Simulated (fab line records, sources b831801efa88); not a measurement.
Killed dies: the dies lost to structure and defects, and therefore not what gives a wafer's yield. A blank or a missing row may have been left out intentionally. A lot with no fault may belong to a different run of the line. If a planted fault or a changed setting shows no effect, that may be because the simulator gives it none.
Lot-split experiment | flow sfqLine | 23 wafers read across 5 lots, on a route 325 steps long

THE SPLIT ITSELF
At SFQ_TRILAYER_R5_DEP_SPUTTER_134 (material Ti, target thk 5 nm, time 5 s), the setting powerW was moved away from the recipe's 2000 W on 7 of the 23 wafers read, by -7.9% to +6.2%. This setting was run at the recipe's value on the other wafers.

The reading is taken at the split's own step.

THE READING
Ti_of_TRILAYER_R5_DEP_SPUTTER_134.thkNm (the simulator's own value, which no gauge read), in nm, at SFQ_TRILAYER_R5_DEP_SPUTTER_134 (material Ti, target thk 5 nm, time 5 s). No usual value for it is given in the file. Here, 16 wafers ran the recipe; their average is 5.003 nm with a standard deviation of 0.13 nm.

wafer  | tool, chamber at the split | powerW as run, W | against the recipe | Ti_of_TRILAYER_R5_DEP_SPUTTER_134.thkNm, nm | against lot-mates on the recipe
L074.2 | pvdSputter-03, -           | 1862             | -6.9%              | 4.396                                       | -0.502
L074.3 | pvdSputter-03, -           | 1862             | -6.9%              | 4.228                                       | -0.670
L074.4 | pvdSputter-03, -           | 2000             | recipe             | 4.954                                       | -
L074.5 | pvdSputter-03, -           | 2000             | recipe             | 4.954                                       | -
L074.6 | pvdSputter-03, -           | 2000             | recipe             | 4.785                                       | -
L076.1 | pvdSputter-04, -           | 2000             | recipe             | 5.102                                       | -
L076.2 | pvdSputter-04, -           | 2000             | recipe             | 5.087                                       | -
L076.3 | pvdSputter-04, -           | 2000             | recipe             | 5.195                                       | -
L076.4 | pvdSputter-04, -           | 2000             | recipe             | 4.978                                       | -
L076.6 | pvdSputter-04, -           | 2000             | recipe             | 5.042                                       | -
L077.2 | pvdSputter-05, -           | 1842             | -7.9%              | 4.364                                       | -0.458
L077.3 | pvdSputter-05, -           | 2000             | recipe             | 4.79                                        | -
L077.4 | pvdSputter-05, -           | 2000             | recipe             | 4.865                                       | -
L077.5 | pvdSputter-05, -           | 1842             | -7.9%              | 4.469                                       | -0.353
L077.6 | pvdSputter-05, -           | 2000             | recipe             | 4.811                                       | -
L079.1 | pvdSputter-03, -           | 2000             | recipe             | 5.075                                       | -
L079.3 | pvdSputter-03, -           | 2123             | +6.2%              | 5.358                                       | +0.319
L079.4 | pvdSputter-03, -           | 2123             | +6.2%              | 5.159                                       | +0.120
L079.5 | pvdSputter-03, -           | 2000             | recipe             | 5.002                                       | -
L079.6 | pvdSputter-03, -           | 2123             | +6.2%              | 5.144                                       | +0.106
L083.1 | pvdSputter-05, -           | 2000             | recipe             | 5.131                                       | -
L083.2 | pvdSputter-05, -           | 2000             | recipe             | 5.1                                         | -
L083.6 | pvdSputter-05, -           | 2000             | recipe             | 5.173                                       | -

THE FIT
A straight line over all 23 wafers: Ti_of_TRILAYER_R5_DEP_SPUTTER_134.thkNm changes by +0.0667 nm for each +1% of powerW; r = +0.87; the points scatter about the line by 0.15 nm.
The same after taking each lot's own level away (the mean of its wafers on the recipe; 23 wafers): +0.0523 nm for each +1%; r = +0.89; scatter 0.1 nm.
That fit puts the effect of the largest move of powerW on the reading at 0.41 nm.
From 4.8220 to 5.1347 nm: that is the span of the lots' own levels, equal to 2.4 times the standard deviation above.
So the slope is not independent of the lot-to-lot level: the two fits are not the same.
Check: for one of the wafers moved furthest among these (-7.9%), held out of the fit, the line's prediction against its lot-mates is -0.448 nm. Against them it came out at -0.458 nm.

THE OTHER SPLITS THESE WAFERS WENT THROUGH
These wafers also went through other splits before the reading. Each is held against what the fit with the lots' levels taken away leaves over:
other split on the same wafers                   | wafers away from the commonest value | r with Ti_of_TRILAYER_R5_DEP_SPUTTER_134.thkNm (lot level and that fit taken away)
SFQ_TRILAYER_M4_BARC_OPEN_METAL_ETCH_123 icpW    | 10                                   | -0.07
SFQ_TRILAYER_I4_VIA_LITHO_COAT_103 spinRpm       | 5                                    | -0.21
SFQ_TRILAYER_I4_VIA_BARC_OPEN_VIA_ETCH_146 biasW | 8                                    | +0.58
SFQ_TRILAYER_JJ_TRILAYER_DEP_SPUTTER_109 timeS   | 9                                    | +0.06
SFQ_TRILAYER_JJ_CE_LITHO_COAT_114 resistThkNm    | 8                                    | -0.07
SFQ_TRILAYER_JJ_CE_BARC_OPEN_RIE_150 biasW       | 10                                   | +0.02
SFQ_TRILAYER_M5_LITHO_PEB_126 pebTempC           | 5                                    | -0.17

THE FILE'S OWN FIT
Ti_of_TRILAYER_R5_DEP_SPUTTER_134.thkNm changes by +0.0566 nm for each +1% of powerW, r = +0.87.
